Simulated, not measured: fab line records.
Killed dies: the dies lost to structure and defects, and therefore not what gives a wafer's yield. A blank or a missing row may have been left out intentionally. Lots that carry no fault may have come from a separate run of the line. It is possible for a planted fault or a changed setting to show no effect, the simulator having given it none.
Which of the tools did it? -- flow sky130 -- 10 lots, 30 wafers sampled, at 5 steps of a route of 708

WHAT THE GAUGES SHOWED, per wafer
SKY_LOCAL_INTERCONNECT_THK_MEAS_02: measures by xrf. Usual: for LOCAL_INTERCONNECT_TIN_THK the level is 98.8 nm and the standard deviation is 1.7.
lot,measured,on,LOCAL_INTERCONNECT_TIN_THK (nm),flag
L691,day 30 23:45,film-metro-04,98.7 99.4 97.7,
L693,day 31 00:03,film-metro-01,97.1 99.7 99.0,
L692,day 31 01:19,film-metro-01,97.3 98.0 98.0,
L695,day 32 13:59,film-metro-01,98.2 98.7 99.8,
L698,day 33 07:23,film-metro-02,97.5 97.2 97.3,
L701,day 34 02:40,film-metro-02,94.3 95.2 97.8,
L704,day 35 09:52,film-metro-04,99.1 100.2 100.2,
L706,day 35 13:53,film-metro-01,99.7 99.8 100.1,
L707,day 35 19:04,film-metro-04,98.4 97.2 95.4,
L708,day 36 09:53,film-metro-01,99.9 102.6 101.1,

SKY_METAL1_RS_MEAS_05: the measuring method here is four-point-probe. Usual: for METAL1_ALCU_RS the level is 0.1270 ohm/sq and the standard deviation is 0.0015.
lot,measured,on,METAL1_ALCU_RS (ohm/sq),flag
L691,day 33 09:28,film-metro-01,0.1249 0.1258 0.1253,
L693,day 33 10:03,film-metro-01,0.1248 0.1274 0.1259,
L692,day 33 11:25,film-metro-04,0.1261 0.1251 0.1256,
L695,day 34 23:36,film-metro-04,0.1273 0.1256 0.1271,
L698,day 35 16:04,film-metro-04,0.3027 0.2911 0.3032,OFF
L701,day 36 11:34,film-metro-03,0.3035 0.3005 0.3015,OFF
L704,day 37 16:35,film-metro-04,0.1271 0.1269 0.1287,
L706,day 37 21:14,film-metro-01,0.1284 0.1285 0.1288,
L707,day 38 01:27,film-metro-04,0.1270 0.1285 0.1267,
L708,day 38 16:41,film-metro-04,0.1278 0.1284 0.1276,

SKY_METAL1_THK_MEAS_06: measures by xrf. Usual: for METAL1_ALCU_THK the level is 247 nm and the standard deviation is 3.2.
lot,measured,on,METAL1_ALCU_THK (nm),flag
L691,day 33 09:35,film-metro-01,252 252 253,
L693,day 33 10:10,film-metro-01,254 249 252,
L692,day 33 11:32,film-metro-04,249 250 248,
L695,day 34 23:42,film-metro-04,248 250 248,
L698,day 35 16:11,film-metro-04,108 113 108,OFF
L701,day 36 11:40,film-metro-03,107 108 108,OFF
L704,day 37 16:42,film-metro-04,249 249 244,
L706,day 37 21:20,film-metro-01,246 244 244,
L707,day 38 01:33,film-metro-04,247 244 248,
L708,day 38 16:48,film-metro-04,246 245 246,

SKY_METAL1_OVL_MEAS_16. Usual: for METAL1_OVL the level is 3 nm and the standard deviation is 5.4.
lot,measured,on,METAL1_OVL (nm),flag
L691,day 34 11:31,overlay-02,-6 2 -1,
L693,day 34 12:26,overlay-02,-2 0 4,
L692,day 34 13:58,overlay-01,-4 -4 -2,
L695,day 36 01:36,overlay-02,-2 -3 -5,
L698,day 36 18:04,overlay-01,5 -1 12,
L701,day 37 13:54,overlay-02,-2 4 1,
L704,day 38 18:17,overlay-01,2 -2 12,
L706,day 38 22:32,overlay-02,5 -1 8,
L707,day 39 02:56,overlay-02,10 9 14,
L708,day 39 18:11,overlay-01,0 -1 -3,

WHAT TOOL EACH LOT RAN ON (gives the tool, then ch and the chambers of the sampled wafers, and finally the start)
lot,SKY_METAL1_SPUTTER_02
L691,"pvd-sputter-01, day 33 09:23"
L693,"pvd-sputter-04, day 33 09:58"
L692,"pvd-sputter-02, day 33 11:19"
L695,"pvd-sputter-02, day 34 23:28"
L698,"pvd-sputter-02, day 35 15:59"
L701,"pvd-sputter-02, day 36 11:26"
L704,"pvd-sputter-04, day 37 16:29"
L706,"pvd-sputter-01, day 37 21:07"
L707,"pvd-sputter-01, day 38 01:19"
L708,"pvd-sputter-04, day 38 16:35"
- SKY_METAL1_SPUTTER_02: material AlCu, target thk 250 nm, time 13.3 s.

WHAT THE TOOLS THEMSELVES READ (means of the sampled wafers that have a number; where no wafer has one, the mark that the record gives instead)
SKY_METAL1_SPUTTER_02. Usual: throttle-valve-pct 30.0 %, standard deviation 1.3.
lot,tool,throttle-valve-pct (%),flag
L691,pvd-sputter-01,30.5,
L693,pvd-sputter-04,30.2,
L692,pvd-sputter-02,30.0,
L695,pvd-sputter-02,30.0,
L698,pvd-sputter-02,30.2,
L701,pvd-sputter-02,31.4,
L704,pvd-sputter-04,28.5,
L706,pvd-sputter-01,30.3,
L707,pvd-sputter-01,30.0,
L708,pvd-sputter-04,28.5,

THE ANSWER, worked out from the rows above alone
Rule: take the mean of a lot's wafers that have a number; if it is more than 3 standard deviations from the usual mean, the lot is off. Also off: a lot with no number at a reading for which 4 or more lots have one. The other lots that the step has rows for count as sound. The gauges are gone through in route order, then the tools' own readings, and for those a lot's mean is taken as printed above. The first step at which some lot is off is used, and at that step the reading that is off furthest; a lot without a number counts as furthest.
Off: at SKY_METAL1_RS_MEAS_05 (METAL1_ALCU_RS), L698, L701.
If a tool, at a process step before that reading, ran all the lots that are off and no sound lot after the first of them, it fits. The gauges at SKY_METAL1_RS_MEAS_05 are tried like those tools. One fits: pvd-sputter-02 at SKY_METAL1_SPUTTER_02. A fault onset in the window from L695 (day 34 23:28, its last sound lot) to L698 (day 35 15:59, its first lot off) fits.

WHAT THE SIMULATOR PUT IN
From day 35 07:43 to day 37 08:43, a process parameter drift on pvd-sputter-02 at SKY_METAL1_SPUTTER_02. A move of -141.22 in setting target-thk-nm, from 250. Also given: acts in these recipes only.
Shown lots that were struck: L698, L701. Same finding as the rule above.
